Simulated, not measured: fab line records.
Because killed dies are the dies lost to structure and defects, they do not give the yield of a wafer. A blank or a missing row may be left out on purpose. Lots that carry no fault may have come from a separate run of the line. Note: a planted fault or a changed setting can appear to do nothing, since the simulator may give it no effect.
Which tool is to blame?	flow sky130	72 wafers from 24 lots sampled at 3 of the route's 708 steps

WHAT THE GAUGES SHOWED, per wafer
SKY_FIELD_ISO_BOW_MEAS_00.
lot	measured	on	INCOMING_BOW (um)
L074	day 1 10:00	film metro-03	5 2 -2
L075	day 1 15:00	film metro-01	6 3 2
L076	day 1 20:00	film metro-01	-4 2 -14
L077	day 2 01:04	film metro-03	0 0 -2
L078	day 2 06:04	film metro-03	2 2 5
L079	day 2 11:00	film metro-01	11 8 0
L080	day 2 16:02	film metro-02	-6 -6 -5
L081	day 2 21:00	film metro-03	8 0 -6
L082	day 3 02:00	film metro-03	3 -14 0
L083	day 3 07:00	film metro-03	1 -6 10
L084	day 3 12:00	film metro-01	7 -4 -4
L085	day 3 17:00	film metro-03	5 7 13
L086	day 3 22:01	film metro-03	-20 -2 2
L087	day 4 03:04	film metro-02	-7 4 0
L088	day 4 08:01	film metro-01	8 -8 5
L089	day 4 13:00	film metro-02	4 4 -3
L090	day 4 18:00	film metro-03	-21 -2 2
L091	day 4 23:02	film metro-02	1 1 4
L092	day 5 04:01	film metro-02	9 8 -5
L093	day 5 09:00	film metro-02	6 -2 3
L094	day 5 14:00	film metro-03	1 -1 0
L095	day 5 19:01	film metro-02	13 -4 -1
L096	day 6 00:00	film metro-02	-1 3 4
L097	day 6 05:00	film metro-03	1 -3 8

SKY_CONTACT_THK_MEAS_26: measures by xrf.
lot	measured	on	CONTACT_W_THK (nm)
L074	day 30 19:52	film metro-03	323 325 324
L075	day 31 13:13	film metro-02	330 326 331
L076	day 32 03:08	film metro-02	332 337 337
L077	day 32 05:47	film metro-03	336 328 335
L078	day 32 13:51	film metro-01	330 327 329
L079	day 33 04:59	film metro-01	326 320 317
L080	day 33 21:02	film metro-01	337 333 336
L081	day 33 21:57	film metro-01	335 335 337
L082	day 34 00:47	film metro-03	328 328 332
L083	day 35 03:57	film metro-02	333 333 333
L084	day 35 09:25	film metro-03	330 322 330
L085	day 35 10:12	film metro-02	330 330 325
L086	day 35 23:38	film metro-02	328 335 334
L087	day 35 19:17	film metro-02	336 339 323
L088	day 36 01:03	film metro-03	325 320 330
L089	day 36 11:46	film metro-02	330 332 323
L090	day 36 19:39	film metro-02	331 334 332
L091	day 37 08:13	film metro-01	327 317 332
L092	day 37 15:49	film metro-02	323 329 326
L093	day 37 18:04	film metro-01	323 324 328
L094	day 37 23:44	film metro-01	332 331 330
L095	day 38 07:31	film metro-02	327 328 325
L096	day 38 14:45	film metro-03	327 330 331
L097	day 38 23:34	film metro-01	331 333 328

WHICH TOOL RAN EACH LOT (tool, then ch and the chambers of the sampled wafers, then the start)
lot	SKY_POLY_CUT_STRIP_12
L074	plasma asher-02 ch 1, day 23 17:52
L075	plasma asher-03 ch 1, day 24 10:31
L076	plasma asher-02 ch 0,1, day 24 23:55
L077	plasma asher-03 ch 0,1, day 25 03:25
L078	plasma asher-02 ch 0,1, day 25 13:12
L079	plasma asher-03 ch 0,1, day 26 01:58
L080	plasma asher-02 ch 0,1, day 26 18:10
L081	plasma asher-03 ch 0,1, day 26 21:58
L082	plasma asher-01 ch 0, day 27 00:10
L083	plasma asher-01 ch 0,1, day 28 01:13
L084	plasma asher-03 ch 0,1, day 28 07:16
L085	plasma asher-02 ch 0,1, day 28 08:46
L086	plasma asher-02 ch 0,1, day 28 21:04
L087	plasma asher-03 ch 0,1, day 28 19:27
L088	plasma asher-02 ch 0,1, day 28 22:10
L089	plasma asher-01 ch 0,1, day 29 09:55
L090	plasma asher-03 ch 0,1, day 29 17:49
L091	plasma asher-01 ch 0,1, day 30 04:42
L092	plasma asher-02 ch 0,1, day 30 13:43
L093	plasma asher-02 ch 0,1, day 30 15:58
L094	plasma asher-02 ch 0,1, day 30 22:58
L095	plasma asher-02 ch 0,1, day 31 06:07
L096	plasma asher-02 ch 0,1, day 31 14:01
L097	plasma asher-01 ch 0,1, day 31 23:10
- SKY_POLY_CUT_STRIP_12: strips in O2/N2.

WHAT THE TOOLS THEMSELVES READ (means of the sampled wafers that have a number; where no wafer has one, the mark that the record gives instead)
SKY_POLY_CUT_STRIP_12.
lot	tool	drypump motor current A (A)	oes product au (a.u.)	strip time to endpoint s (s)
L074	plasma asher-02	5.9	0.454	5.371
L075	plasma asher-03	5.3	0.455	5.373
L076	plasma asher-02	6.0	0.452	5.333
L077	plasma asher-03	5.5	0.453	5.354
L078	plasma asher-02	6.0	0.455	5.346
L079	plasma asher-03	5.5	0.453	5.349
L080	plasma asher-02	6.2	0.451	5.343
L081	plasma asher-03	5.6	0.448	5.338
L082	plasma asher-01	5.2	0.454	5.385
L083	plasma asher-01	5.3	0.454	5.332
L084	plasma asher-03	5.6	0.450	5.346
L085	plasma asher-02	6.0	0.452	5.378
L086	plasma asher-02	6.2	0.449	5.335
L087	plasma asher-03	5.5	0.453	5.352
L088	plasma asher-02	6.2	0.457	5.337
L089	plasma asher-01	5.4	0.451	5.351
L090	plasma asher-03	5.5	0.450	5.378
L091	plasma asher-01	5.4	0.450	5.354
L092	plasma asher-02	6.1	0.450	5.349
L093	plasma asher-02	6.1	0.448	5.360
L094	plasma asher-02	6.0	0.454	5.376
L095	plasma asher-02	6.2	0.454	5.335
L096	plasma asher-02	6.0	0.454	5.342
L097	plasma asher-01	5.3	0.456	5.353

THE ANSWER, worked out from the rows above alone
Rule: the usual values come from the lots themselves. Put in order of their means at a reading, lots are off if they are a third of the lots or fewer, leave a main group of 4 or more, and stand apart from it by a gap of 3 or more times the standard deviation of the main group's means; of several such gaps the widest counts. If all means in a main group match to the digits the tables above print for the reading, that group is not used. A lot without any number at a reading at which 4 lots or more have one is off too. The other lots that the step has rows for count as sound. Order of review: gauges by route order, followed by the tools' own readings, for which a lot's mean as printed above is used. The first step at which some lot is off is used, and at that step the reading that is off furthest; a lot without a number counts as furthest.
Across all readings shown, no lot is off: no conclusion can be drawn from this.

WHAT THE SIMULATOR PUT IN
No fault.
